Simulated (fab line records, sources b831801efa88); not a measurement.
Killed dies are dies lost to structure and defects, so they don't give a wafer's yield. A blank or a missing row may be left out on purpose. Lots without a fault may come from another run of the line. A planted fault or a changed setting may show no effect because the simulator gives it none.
One fault seen from 2 desks | flow sky130 | each desk has only its own numbers; what lay behind them comes last

THE METROLOGY DESK
What the gauges read, lot by lot, whatever tool the lot ran on: means of the sampled wafers that have a number. A lot is out of limits, marked OUT, if its mean lies more than 4 standard deviations from the usual mean; the brackets give that distance.
Columns: A = VIA3_BOW at SKY_VIA3_BOW_MEAS_03, usual 78 um; B = cd_nm at SKY_VIA3_CD_MEAS_12, usual 199.8 nm; C = VIA3_OVL at SKY_VIA3_OVL_MEAS_13, usual 1 nm
lot  | first seen here | A  | B     | C
L735 | day 38 17:26    | 81 | 200.3 | -2
L737 | day 39 04:38    | 77 | 201.8 | 3
L745 | day 41 20:12    | 76 | 198.7 | -2
L748 | day 42 18:31    | 72 | 198.4 | 2
L750 | day 43 01:51    | 88 | 200.6 | 3
This desk's finding: nothing out of limits on any of the 5 lots.

THE TOOL OWNER'S DESK: rie_diel-02
The tool's own readings at SKY_VIA3_ETCH_14 (etches BARC in N2/H2, stops on SiO2, time 45.9 s, target depth 60 nm): means of the sampled wafers that have a number, for each lot that ran on this tool. A lot is out of limits, marked OUT, if its mean lies more than 4 standard deviations from the usual mean; the brackets give that distance. Of its 8 readings 7 are shown: those that lie furthest out on some lot.
Columns: A = bias_w at SKY_VIA3_ETCH_14, usual 99.95 W; B = chamber_pressure_mTorr at SKY_VIA3_ETCH_14, usual 29.999 mTorr; C = drypump_motor_current_A at SKY_VIA3_ETCH_14, usual 5.8 A; D = h2_flow_sccm at SKY_VIA3_ETCH_14, usual 200.0 sccm; E = oes_product_au at SKY_VIA3_ETCH_14, usual 0.855 a.u.; F = rf_fwd_power_W at SKY_VIA3_ETCH_14, usual 495.3 W; G = throttle_valve_pct at SKY_VIA3_ETCH_14, usual 13.226 %
lot  | first seen here | A     | B      | C   | D     | E     | F     | G
L737 | day 40 06:04    | 99.90 | 29.994 | 5.5 | 199.7 | 0.857 | 495.7 | 13.232
L745 | day 42 20:29    | 99.58 | 29.995 | 5.7 | 199.8 | 0.855 | 495.9 | 13.226
This desk's finding: nothing out of limits on any of the 2 lots.

PUT TOGETHER
The metrology desk saw nothing out of limits.
The tool owner's desk saw nothing out of limits.

WHAT THE SIMULATOR HAD PUT IN
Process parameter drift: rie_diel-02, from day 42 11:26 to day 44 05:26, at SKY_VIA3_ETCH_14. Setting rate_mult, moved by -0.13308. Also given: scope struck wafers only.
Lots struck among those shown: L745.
